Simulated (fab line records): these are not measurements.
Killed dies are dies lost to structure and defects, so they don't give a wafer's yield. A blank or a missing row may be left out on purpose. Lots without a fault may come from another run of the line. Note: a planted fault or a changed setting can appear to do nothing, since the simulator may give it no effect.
Which of the tools did it?	flow sky130	33 wafers sampled from 11 lots at 1 step of a route of 708

## WHAT THE GAUGES READ, wafer by wafer
SKY_VIA1_OVL_MEAS_13.
lot	measured	on	VIA1_OVL (nm)
L398	day 34 08:23	overlay-02	0 -4 2
L400	day 34 18:36	overlay-02	5 1 4
L404	day 36 03:03	overlay-02	-3 -11 -8
L403	day 36 05:20	overlay-01	0 0 1
L405	day 36 15:06	overlay-02	5 3 1
L406	day 36 16:46	overlay-01	-1 -6 -3
L413	day 39 00:53	overlay-02	9 13 13
L416	day 39 16:05	overlay-01	-8 -6 -3
L415	day 39 17:17	overlay-02	-8 -7 -5
L418	day 40 11:45	overlay-01	-7 2 1
L419	day 40 20:39	overlay-02	-2 -5 -4

## WHAT TOOL EACH LOT RAN ON (gives the tool, then ch and the chambers of the sampled wafers, and finally the start)
The record holds no process step before these readings.

## THE ANSWER, worked out from the rows above alone
Rule: usual is defined by the lots themselves. The widest of any qualifying gaps counts: lots, ordered by their means at a reading, are off when they make up no more than a third of the lots, leave a main group of 4 or more, and stand apart from it by 3 or more times the standard deviation of that group's means. Not used: any main group whose means are identical at the precision the tables above print for the reading. Also off: a lot with no number at a reading for which 4 or more lots have one. All remaining lots with rows at the step are treated as sound.
Nothing can be told from this: no lot is off at any reading shown.

## WHAT THE SIMULATOR HAD INSERTED
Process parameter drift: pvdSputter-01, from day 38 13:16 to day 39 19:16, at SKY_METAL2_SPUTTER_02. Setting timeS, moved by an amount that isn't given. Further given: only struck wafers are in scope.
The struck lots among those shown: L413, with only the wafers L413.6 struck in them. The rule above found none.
